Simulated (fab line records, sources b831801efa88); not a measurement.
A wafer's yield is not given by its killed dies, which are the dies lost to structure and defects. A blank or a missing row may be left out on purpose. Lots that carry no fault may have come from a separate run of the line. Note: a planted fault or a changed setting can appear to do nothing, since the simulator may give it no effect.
Which tool was responsible? ; flow gf180mcu ; 15 lots with 45 wafers sampled at 4 steps, on a route of 602 steps

## WHAT THE GAUGES SHOWED, per wafer
GF_MVPSD_TW_MEAS_11.
lot;measured;on;MVPSD_TW
L895;day 5 03:11;film metro-03;552.7 553.9 549.9
L898;day 5 22:14;film metro-03;552.8 552.8 552.6
L900;day 6 09:50;film metro-03;556.5 557.7 555.0
L901;day 6 15:53;film metro-03;559.8 556.9 557.1
L903;day 7 01:57;film metro-03;555.4 554.5 553.9
L904;day 7 08:38;film metro-02;557.4 559.6 556.3
L905;day 7 13:57;film metro-01;558.6 556.4 557.3
L909;day 8 11:42;film metro-02;559.7 556.1 560.9
L910;day 8 21:23;film metro-01;30.1 30.1 30.0
L911;day 9 00:26;film metro-01;30.1 30.1 30.2
L912;day 9 07:17;film metro-01;30.2 30.2 30.2
L913;day 9 13:01;film metro-02;556.0 557.9 555.1
L916;day 10 08:18;film metro-01;558.6 559.6 556.3
L917;day 10 13:08;film metro-01;554.2 555.3 554.3
L918;day 10 23:13;film metro-02;554.8 555.0 558.6

## EACH LOT AND THE TOOL THAT RAN IT (in order: tool; ch and the chambers of the sampled wafers; start)
lot;GF_STI_CMP_25;GF_MVSD_STRIP_10;GF_MVPSD_STRIP_10
L895;cmp-01 ch 2,3, day 2 03:53;plasma asher-02 ch 0,1, day 4 12:18;plasma asher-01 ch 0,1, day 5 03:05
L898;cmp-01 ch 1,2,3, day 2 19:53;plasma asher-04 ch 0,1, day 5 07:28;plasma asher-01 ch 0,1, day 5 22:08
L900;cmp-02 ch 0,1,2, day 3 06:23;plasma asher-04 ch 0,1, day 5 18:12;plasma asher-02 ch 0,1, day 6 09:44
L901;cmp-02 ch 0,1, day 3 12:14;plasma asher-04 ch 0,1, day 6 00:24;plasma asher-01 ch 0,1, day 6 15:47
L903;cmp-01 ch 0,1,3, day 3 22:30;plasma asher-04 ch 0,1, day 6 10:25;plasma asher-01 ch 0,1, day 7 01:52
L904;cmp-02 ch 1,2,3, day 4 03:28;plasma asher-03 ch 0,1, day 6 16:32;plasma asher-01 ch 0,1, day 7 08:32
L905;cmp-02 ch 2,3, day 4 08:04;plasma asher-04 ch 0,1, day 6 22:02;plasma asher-02 ch 0,1, day 7 13:52
L909;cmp-01 ch 2,3, day 5 03:13;plasma asher-02 ch 1, day 7 18:26;plasma asher-01 ch 0,1, day 8 11:35
L910;cmp-02 ch 0,1, day 5 08:58;plasma asher-03 ch 1, day 8 03:16;plasma asher-04 ch 0,1, day 8 21:17
L911;cmp-02 ch 0,1, day 5 13:16;plasma asher-04 ch 1, day 8 06:38;plasma asher-02 ch 0,1, day 9 00:20
L912;cmp-01 ch 1,2,3, day 5 18:58;plasma asher-03 ch 0,1, day 8 13:44;plasma asher-01 ch 0,1, day 9 07:11
L913;cmp-01 ch 0,1, day 6 00:21;plasma asher-04 ch 0,1, day 8 20:04;plasma asher-04 ch 0,1, day 9 12:55
L916;cmp-02 ch 0,2, day 6 15:14;plasma asher-04 ch 0,1, day 9 14:11;plasma asher-01 ch 1, day 10 08:11
L917;cmp-02 ch 0,1, day 6 20:30;plasma asher-04 ch 0,1, day 9 18:53;plasma asher-01 ch 0, day 10 13:02
L918;cmp-01 ch 1,2, day 7 04:03;plasma asher-03 ch 0,1, day 10 04:53;plasma asher-04 ch 0,1, day 10 23:07
- GF_STI_CMP_25: polishes, stops on Si3N4, t overpolish 33 s, target thk 524.6 nm.
- GF_MVSD_STRIP_10: strips in O2/N2.
- GF_MVPSD_STRIP_10: strips in O2/N2.

## AS READ BY THE TOOLS THEMSELVES (means over the sampled wafers that have a number; for cases with no such wafer, the mark the record gives instead)
GF_STI_CMP_25.
lot;tool;head pressure psi (psi);motor current A (A);overpolish run s (s);time to endpoint s (s)
L895;cmp-01;4.008;12.5;32.996;133
L898;cmp-01;4.001;11.9;32.996;130
L900;cmp-02;3.994;12.4;32.997;128
L901;cmp-02;4.003;14.1;33.005;134
L903;cmp-01;4.001;12.2;32.994;128
L904;cmp-02;4.003;12.3;33.011;123
L905;cmp-02;4.000;10.5;33.000;117
L909;cmp-01;3.988;13.1;33.004;130
L910;cmp-02;4.000;14.2;32.987;121
L911;cmp-02;3.995;13.2;32.998;125
L912;cmp-01;3.997;12.6;32.990;133
L913;cmp-01;3.999;12.0;33.003;132
L916;cmp-02;4.005;11.1;33.001;119
L917;cmp-02;3.994;14.3;32.998;127
L918;cmp-01;4.008;12.7;32.998;133

GF_MVSD_STRIP_10.
lot;tool;chamber pressure mTorr (mTorr);drypump motor current A (A);heater power w (W);o2 flow sccm (sccm);oes product au (a.u.);strip time to endpoint s (s)
L895;plasma asher-02;1499.4;5.5;303;2997;0.724;37.00
L898;plasma asher-04;1499.6;6.1;420;2990;0.726;36.86
L900;plasma asher-04;1501.0;6.1;433;3005;0.723;36.99
L901;plasma asher-04;1499.1;6.1;433;3010;0.727;36.95
L903;plasma asher-04;1500.8;6.1;432;2997;0.729;36.90
L904;plasma asher-03;1499.1;6.4;308;2986;0.720;36.82
L905;plasma asher-04;1499.7;6.1;429;2997;0.716;36.78
L909;plasma asher-02;1500.7;5.4;309;2999;0.723;36.88
L910;plasma asher-03;-;-;-;-;-;-
L911;plasma asher-04;-;-;-;-;-;-
L912;plasma asher-03;-;-;-;-;-;-
L913;plasma asher-04;1499.1;6.1;392;2991;0.725;37.05
L916;plasma asher-04;1500.2;6.1;427;3004;0.720;36.96
L917;plasma asher-04;1500.0;6.1;433;3003;0.724;36.92
L918;plasma asher-03;1500.6;6.3;302;3003;0.720;36.93

GF_MVPSD_STRIP_10.
lot;tool;chamber pressure mTorr (mTorr);drypump motor current A (A);heater power w (W);o2 flow sccm (sccm);oes product au (a.u.);strip time to endpoint s (s)
L895;plasma asher-01;1499.0;5.8;339;2998;0.721;36.96
L898;plasma asher-01;1499.2;5.8;317;3006;0.723;37.14
L900;plasma asher-02;1499.3;5.4;297;3006;0.726;36.89
L901;plasma asher-01;1498.0;5.8;319;2996;0.722;36.90
L903;plasma asher-01;1499.9;5.8;320;2993;0.726;36.90
L904;plasma asher-01;1500.4;5.8;318;3013;0.724;36.94
L905;plasma asher-02;1498.8;5.6;294;3004;0.725;37.10
L909;plasma asher-01;1500.5;6.1;313;2999;0.722;36.81
L910;plasma asher-04;1501.6;6.1;437;3008;0.738;81.31
L911;plasma asher-02;1500.5;5.6;285;2993;0.745;81.38
L912;plasma asher-01;1500.6;5.8;320;2998;0.739;81.22
L913;plasma asher-04;1499.8;6.2;390;3004;0.723;37.01
L916;plasma asher-01;1499.7;5.6;316;3000;0.726;36.98
L917;plasma asher-01;1501.4;6.2;311;3015;0.722;36.94
L918;plasma asher-04;1500.6;6.2;390;3003;0.721;36.91

## THE ANSWER, worked out from the rows above alone
Rule: usual is defined by the lots themselves. Put in order of their means at a reading, lots are off if they are a third of the lots or fewer, leave a main group of 4 or more, and stand apart from it by a gap of 3 or more times the standard deviation of the main group's means; of several such gaps the widest counts. A main group whose means are all the same, to the digits that the tables above print for the reading, isn't used. A lot without any number at a reading at which 4 lots or more have one is off too. Where the step has rows for the other lots, those lots are counted as sound. Order of review: gauges by route order, followed by the tools' own readings, for which a lot's mean as printed above is used. At the first step where some lot is off, the reading lying furthest off is the one used; lots without a number count as furthest.
Off: L910, L911, L912, at GF_MVPSD_TW_MEAS_11 (MVPSD_TW). The main group: mean 556.1, standard deviation 2.1.
A tool fits if, at a process step before that reading, it ran every lot that is off, and no sound lot after the first of them. Not tried: the gauges at GF_MVPSD_TW_MEAS_11; whatever is off there is also off at GF_MVSD_STRIP_10, on other tools, and gauge error can't account for it. No candidate that was tried fits.

## WHAT HAD BEEN PUT IN BY THE SIMULATOR
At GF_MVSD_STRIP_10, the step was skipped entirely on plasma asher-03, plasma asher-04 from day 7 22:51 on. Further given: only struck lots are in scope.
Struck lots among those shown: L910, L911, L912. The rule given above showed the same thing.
